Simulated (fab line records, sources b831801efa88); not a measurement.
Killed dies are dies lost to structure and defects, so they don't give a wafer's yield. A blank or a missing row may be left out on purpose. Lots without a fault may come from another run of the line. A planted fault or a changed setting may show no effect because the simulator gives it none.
Which tool did it? | flow sky130 | 24 lots, 72 wafers sampled, at 6 steps of a route of 708

WHAT THE GAUGES READ, wafer by wafer
SKY_VIA2_OVL_MEAS_13.
lot  | measured     | on         | VIA2_OVL (nm)
L074 | day 36 04:02 | overlay-01 | -3 -11 -5
L077 | day 36 17:34 | overlay-01 | 0 1 6
L075 | day 36 19:14 | overlay-02 | 5 3 14
L076 | day 36 23:14 | overlay-02 | 3 -1 -3
L078 | day 37 04:10 | overlay-01 | 4 11 6
L079 | day 37 07:05 | overlay-01 | 13 -1 -2
L080 | day 38 01:07 | overlay-02 | 10 13 3
L081 | day 38 14:59 | overlay-01 | -2 3 2
L082 | day 38 17:29 | overlay-01 | 6 4 3
L083 | day 39 00:11 | overlay-01 | 3 -4 6
L084 | day 39 12:32 | overlay-01 | 0 13 3
L085 | day 40 07:53 | overlay-01 | -11 -3 -5
L086 | day 40 11:56 | overlay-02 | 0 14 14
L087 | day 40 12:43 | overlay-01 | 18 10 1
L088 | day 40 16:47 | overlay-02 | 3 -1 2
L089 | day 40 20:46 | overlay-02 | 8 7 -5
L090 | day 41 06:46 | overlay-02 | -1 5 9
L091 | day 41 09:59 | overlay-02 | -3 0 1
L092 | day 41 14:16 | overlay-01 | -5 -6 -8
L093 | day 41 21:14 | overlay-02 | 4 8 3
L094 | day 42 13:13 | overlay-01 | 11 20 12
L095 | day 42 14:26 | overlay-02 | -5 -2 4
L096 | day 42 20:41 | overlay-02 | 0 9 7
L097 | day 43 08:02 | overlay-01 | 4 9 8

SKY_CAPM_THK_MEAS_01.
lot  | measured     | on            | CAPM_CVD_00_THK (nm)
L074 | day 36 05:39 | film_metro-01 | 15.38 15.49 15.70
L077 | day 36 19:09 | film_metro-03 | 15.02 15.72 15.21
L075 | day 36 20:50 | film_metro-01 | 15.52 15.61 15.75
L076 | day 37 00:51 | film_metro-03 | 15.00 15.52 15.32
L078 | day 37 05:48 | film_metro-03 | 15.40 15.39 15.79
L079 | day 37 08:46 | film_metro-01 | 14.88 15.34 14.94
L080 | day 38 02:42 | film_metro-03 | 14.96 15.38 15.28
L081 | day 38 16:34 | film_metro-03 | 14.78 15.08 15.01
L082 | day 38 19:04 | film_metro-03 | 15.24 15.34 15.38
L083 | day 39 02:02 | film_metro-03 | 15.12 15.70 15.74
L084 | day 39 14:08 | film_metro-03 | 15.39 15.31 15.68
L085 | day 40 09:30 | film_metro-03 | 15.53 15.57 15.14
L086 | day 40 13:32 | film_metro-01 | 15.76 15.63 16.02
L087 | day 40 14:24 | film_metro-01 | 15.70 15.63 15.56
L088 | day 40 18:22 | film_metro-02 | 15.35 15.62 15.68
L089 | day 40 22:22 | film_metro-01 | 15.35 15.60 15.57
L090 | day 41 08:20 | film_metro-03 | 15.28 15.24 15.62
L091 | day 41 11:34 | film_metro-01 | 15.44 15.78 15.81
L092 | day 41 15:51 | film_metro-01 | 15.64 15.69 15.95
L093 | day 41 22:49 | film_metro-03 | 15.29 14.92 15.00
L094 | day 42 14:51 | film_metro-02 | 15.80 15.65 15.79
L095 | day 42 16:04 | film_metro-01 | 15.52 15.51 15.57
L096 | day 42 22:18 | film_metro-02 | 15.37 15.39 15.70
L097 | day 43 09:38 | film_metro-03 | 15.85 15.77 15.85

SKY_CAPM_OVL_MEAS_12.
lot  | measured     | on         | CAPM_OVL (nm)
L074 | day 37 08:13 | overlay-01 | 2.0 3.9 1.5
L077 | day 37 21:46 | overlay-01 | 0.3 1.2 2.1
L075 | day 37 23:31 | overlay-01 | 1.3 1.7 -2.3
L076 | day 38 03:53 | overlay-02 | 4.2 5.4 2.9
L078 | day 38 08:34 | overlay-01 | -0.6 1.0 -0.4
L079 | day 38 11:57 | overlay-01 | 1.0 -1.5 1.3
L080 | day 39 04:48 | overlay-02 | 0.8 1.7 1.9
L081 | day 39 18:44 | overlay-02 | 0.0 1.5 1.7
L082 | day 39 21:23 | overlay-01 | 0.4 -0.5 1.0
L083 | day 40 03:52 | overlay-01 | 1.8 0.5 0.4
L084 | day 40 15:22 | overlay-01 | -0.1 -1.2 -0.4
L085 | day 41 08:13 | overlay-02 | 0.9 0.4 2.3
L086 | day 41 12:52 | overlay-02 | 1.9 4.3 4.3
L087 | day 41 13:10 | overlay-02 | -0.5 -0.1 2.1
L088 | day 41 17:37 | overlay-01 | -2.1 -0.5 -1.0
L089 | day 41 22:07 | overlay-01 | 0.3 -0.7 -1.0
L090 | day 42 07:25 | overlay-01 | 4.5 0.0 1.4
L091 | day 42 10:47 | overlay-01 | -0.9 0.4 -0.6
L092 | day 42 15:34 | overlay-01 | 2.7 1.0 1.4
L093 | day 42 22:19 | overlay-01 | 1.5 -2.2 -1.4
L094 | day 43 14:03 | overlay-01 | -1.4 -1.5 -1.4
L095 | day 43 14:44 | overlay-02 | 2.1 1.5 2.1
L096 | day 43 21:22 | overlay-02 | 0.3 1.5 0.5
L097 | day 44 08:02 | overlay-02 | 0.7 0.8 1.1

SKY_VIA3_THK_MEAS_23: measures by xrf.
lot  | measured     | on            | VIA3_W_THK (nm)
L074 | day 39 17:17 | film_metro-03 | 394 383 393
L077 | day 40 05:26 | film_metro-03 | 376 382 378
L075 | day 40 06:25 | film_metro-02 | 397 401 397
L076 | day 40 11:46 | film_metro-03 | 389 392 385
L078 | day 40 16:05 | film_metro-03 | 383 390 391
L079 | day 41 00:30 | film_metro-04 | 389 392 393
L080 | day 41 08:57 | film_metro-02 | 403 402 401
L081 | day 41 21:41 | film_metro-02 | 403 402 398
L082 | day 42 00:53 | film_metro-02 | 403 407 401
L083 | day 42 06:56 | film_metro-03 | 385 381 381
L084 | day 42 18:39 | film_metro-04 | 395 402 399
L085 | day 43 10:04 | film_metro-02 | 392 388 393
L086 | day 43 14:51 | film_metro-03 | 379 380 379
L087 | day 43 15:34 | film_metro-02 | 398 400 397
L088 | day 43 20:28 | film_metro-04 | 392 393 394
L089 | day 43 23:59 | film_metro-03 | 374 385 381
L090 | day 44 07:57 | film_metro-04 | 393 394 395
L091 | day 44 11:16 | film_metro-04 | 390 390 387
L092 | day 44 16:13 | film_metro-02 | 406 395 399
L093 | day 44 21:39 | film_metro-04 | 400 397 391
L094 | day 45 12:52 | film_metro-03 | 387 386 388
L095 | day 45 14:06 | film_metro-04 | 393 393 393
L096 | day 45 19:50 | film_metro-04 | 397 398 396
L097 | day 46 05:49 | film_metro-03 | 376 382 374

WHICH TOOL RAN EACH LOT (tool, then ch and the chambers of the sampled wafers, then the start)
lot  | SKY_VIA2_CMP_24               | SKY_VIA3_STRIP_16
L074 | cmp-02 ch 1,2,3, day 36 05:10 | plasma_asher-03 ch 0,1, day 39 16:17
L077 | cmp-01 ch 0,2, day 36 18:41   | plasma_asher-02 ch 0,1, day 40 04:32
L075 | cmp-01 ch 1,2, day 36 20:25   | plasma_asher-02 ch 0,1, day 40 05:31
L076 | cmp-02 ch 0,1, day 37 00:25   | plasma_asher-02 ch 0,1, day 40 10:49
L078 | cmp-02 ch 0,1,3, day 37 05:25 | plasma_asher-02 ch 0,1, day 40 15:11
L079 | cmp-01 ch 0,1,3, day 37 08:20 | plasma_asher-03 ch 0,1, day 40 23:36
L080 | cmp-01 ch 1,2,3, day 38 02:14 | plasma_asher-02 ch 0,1, day 41 08:03
L081 | cmp-01 ch 1,2,3, day 38 16:08 | plasma_asher-02 ch 0,1, day 41 20:45
L082 | cmp-02 ch 0,1,3, day 38 18:41 | plasma_asher-03 ch 0,1, day 41 23:59
L083 | cmp-02 ch 1,3, day 39 01:35   | plasma_asher-02 ch 0,1, day 42 06:02
L084 | cmp-02 ch 0,1,2, day 39 13:46 | plasma_asher-01 ch 0,1, day 42 17:43
L085 | cmp-01 ch 2,3, day 40 09:01   | plasma_asher-01 ch 0,1, day 43 09:08
L086 | cmp-01 ch 0,1,2, day 40 13:04 | plasma_asher-02 ch 0,1, day 43 13:57
L087 | cmp-01 ch 0,2,3, day 40 13:55 | plasma_asher-03 ch 0,1, day 43 14:41
L088 | cmp-02 ch 1,2,3, day 40 17:56 | plasma_asher-01 ch 0,1, day 43 19:35
L089 | cmp-01 ch 2,3, day 40 21:53   | plasma_asher-02 ch 1, day 43 22:55
L090 | cmp-01 ch 1,2, day 41 07:52   | plasma_asher-01 ch 0,1, day 44 07:03
L091 | cmp-02 ch 0,3, day 41 11:05   | plasma_asher-01 ch 0,1, day 44 10:22
L092 | cmp-01 ch 0,2, day 41 15:26   | plasma_asher-02 ch 0,1, day 44 15:19
L093 | cmp-02 ch 1,3, day 41 22:20   | plasma_asher-01 ch 0,1, day 44 20:45
L094 | cmp-01 ch 2,3, day 42 14:23   | plasma_asher-02 ch 0,1, day 45 11:58
L095 | cmp-02 ch 2,3, day 42 15:34   | plasma_asher-01 ch 0,1, day 45 13:13
L096 | cmp-01 ch 1,2, day 42 21:48   | plasma_asher-03 ch 0,1, day 45 18:56
L097 | cmp-02 ch 1,2,3, day 43 09:14 | plasma_asher-02 ch 0,1, day 46 04:55
- SKY_VIA2_CMP_24: polishes, stops on SiO2, t overpolish 20 s, target thk 0 nm.
- SKY_VIA3_STRIP_16: strips in O2/N2.

WHAT THE TOOLS THEMSELVES READ (means of the sampled wafers that have a number; where no wafer has one, the mark that the record gives instead)
SKY_VIA2_CMP_24.
lot  | tool   | edge_zone_pressure_frac | motor_current_A (A) | overpolish_run_s (s) | time_to_endpoint_s (s)
L074 | cmp-02 | 1.000                   | 11.5                | 19.999               | 98
L077 | cmp-01 | 1.005                   | 10.7                | 19.993               | 103
L075 | cmp-01 | 1.003                   | 12.7                | 19.997               | 96
L076 | cmp-02 | 1.002                   | 11.7                | 20.000               | 100
L078 | cmp-02 | 1.002                   | 10.8                | 20.005               | 96
L079 | cmp-01 | 1.001                   | 11.1                | 19.991               | 97
L080 | cmp-01 | 1.002                   | 11.6                | 20.009               | 95
L081 | cmp-01 | 1.000                   | 11.9                | 19.997               | 99
L082 | cmp-02 | 1.003                   | 11.5                | 20.005               | 95
L083 | cmp-02 | 1.002                   | 11.3                | 19.995               | 93
L084 | cmp-02 | 1.000                   | 11.1                | 20.001               | 94
L085 | cmp-01 | 1.001                   | 11.8                | 19.996               | 97
L086 | cmp-01 | 1.000                   | 11.2                | 20.006               | 101
L087 | cmp-01 | 0.999                   | 10.8                | 20.001               | 95
L088 | cmp-02 | 1.005                   | 11.4                | 19.990               | 95
L089 | cmp-01 | 1.001                   | 12.1                | 19.995               | 98
L090 | cmp-01 | 0.993                   | 12.1                | 20.003               | 101
L091 | cmp-02 | 1.000                   | 11.4                | 19.998               | 96
L092 | cmp-01 | 1.003                   | 10.7                | 19.994               | 101
L093 | cmp-02 | 0.992                   | 12.0                | 20.000               | 99
L094 | cmp-01 | 1.008                   | 12.3                | 19.993               | 98
L095 | cmp-02 | 1.001                   | 11.4                | 20.011               | 95
L096 | cmp-01 | 0.998                   | 11.7                | 19.986               | 94
L097 | cmp-02 | 1.003                   | 11.2                | 20.013               | 98

SKY_VIA3_STRIP_16.
lot  | tool            | drypump_motor_current_A (A) | oes_product_au (a.u.) | strip_time_to_endpoint_s (s)
L074 | plasma_asher-03 | 5.5                         | 0.401                 | 4.11
L077 | plasma_asher-02 | 5.4                         | 0.404                 | 4.13
L075 | plasma_asher-02 | 5.3                         | 0.401                 | 4.12
L076 | plasma_asher-02 | 5.4                         | 0.398                 | 4.12
L078 | plasma_asher-02 | 5.3                         | 0.398                 | 4.16
L079 | plasma_asher-03 | 5.7                         | 0.404                 | 4.15
L080 | plasma_asher-02 | 5.3                         | 0.403                 | 4.17
L081 | plasma_asher-02 | 5.4                         | 0.403                 | 4.10
L082 | plasma_asher-03 | 5.7                         | 0.404                 | 4.15
L083 | plasma_asher-02 | 5.3                         | 0.397                 | 4.10
L084 | plasma_asher-01 | 5.3                         | 0.403                 | 4.15
L085 | plasma_asher-01 | 5.3                         | 0.402                 | 4.17
L086 | plasma_asher-02 | 5.3                         | 0.404                 | 4.10
L087 | plasma_asher-03 | 5.5                         | 0.404                 | 4.13
L088 | plasma_asher-01 | 5.3                         | 0.404                 | 4.16
L089 | plasma_asher-02 | 5.4                         | 0.400                 | 4.13
L090 | plasma_asher-01 | 5.3                         | 0.404                 | 4.13
L091 | plasma_asher-01 | 5.3                         | 0.400                 | 4.09
L092 | plasma_asher-02 | 5.4                         | 0.403                 | 4.15
L093 | plasma_asher-01 | 5.3                         | 0.398                 | 4.11
L094 | plasma_asher-02 | 5.4                         | 0.398                 | 4.13
L095 | plasma_asher-01 | 5.3                         | 0.402                 | 4.14
L096 | plasma_asher-03 | 5.6                         | 0.404                 | 4.13
L097 | plasma_asher-02 | 5.3                         | 0.402                 | 4.11

THE ANSWER, worked out from the rows above alone
Rule: what is usual is taken from the lots themselves. Put in order of their means at a reading, lots are off if they are a third of the lots or fewer, leave a main group of 4 or more, and stand apart from it by a gap of 3 or more times the standard deviation of the main group's means; of several such gaps the widest counts. A main group whose means are all the same, to the digits that the tables above print for the reading, isn't used. A lot without any number at a reading at which 4 lots or more have one is off too. The other lots that the step has rows for count as sound. The gauges are gone through in route order, then the tools' own readings, and for those a lot's mean is taken as printed above. The first step at which some lot is off is used, and at that step the reading that is off furthest; a lot without a number counts as furthest.
No lot is off at any reading shown: from this, nothing can be told.

WHAT THE SIMULATOR HAD PUT IN
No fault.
